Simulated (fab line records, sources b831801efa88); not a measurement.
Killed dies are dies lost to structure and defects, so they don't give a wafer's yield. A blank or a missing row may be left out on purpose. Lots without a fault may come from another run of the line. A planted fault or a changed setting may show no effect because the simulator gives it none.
Chamber matching | flow gf180mcu | GF_CONTACT_CMP_04 on cmp-02: 4 sister chambers
The step polishes SiO2. 4 wafers are shown with their chamber, then 7 later ones without.

WAFERS WITH THEIR CHAMBER
wafer  | chamber | motor_current_A (A)
L232.4 | 1       | 13.2
L234.3 | 0       | 12.6
L236.3 | 2       | 13.3
L236.5 | 3       | 10.8

WAFERS WITHOUT THEIR CHAMBER
wafer  | motor_current_A (A)
L236.6 | 12.8
L246.2 | 11.5
L246.4 | 12.5
L246.6 | 12.9
L249.1 | 10.7
L249.2 | 12.2
L249.4 | 12.9

WHICH CHAMBER EACH WENT THROUGH
wafer  | from the rows above          | in truth
L236.6 | can't be placed: 0 or 1 or 2 | 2
L246.2 | can't be placed: 3 or 0      | 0
L246.4 | can't be placed: 0 or 1 or 2 | 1
L246.6 | can't be placed: 1 or 0 or 2 | 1
L249.1 | 3                            | 3
L249.2 | can't be placed: 0 or 1 or 2 | 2
L249.4 | can't be placed: 1 or 0 or 2 | 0
Placed correctly: 1 of 7. Can't be placed from these rows: 6 (the true chamber is among the candidates in 6). Placed wrongly: 0.
How it was worked out, from the rows above alone: a wafer's distance from a chamber is the root of the sum, over the readings, of the square of ((its reading less the chamber's mean) divided by the reading's scatter). The wafer belongs to the nearest chamber; if the next one is less than 2 further off, it can't be placed. A chamber's mean is the mean of its shown wafers. The scatter: with one shown wafer a chamber, the root of the mean of the squares of how far each hidden wafer lies from its nearest shown one.
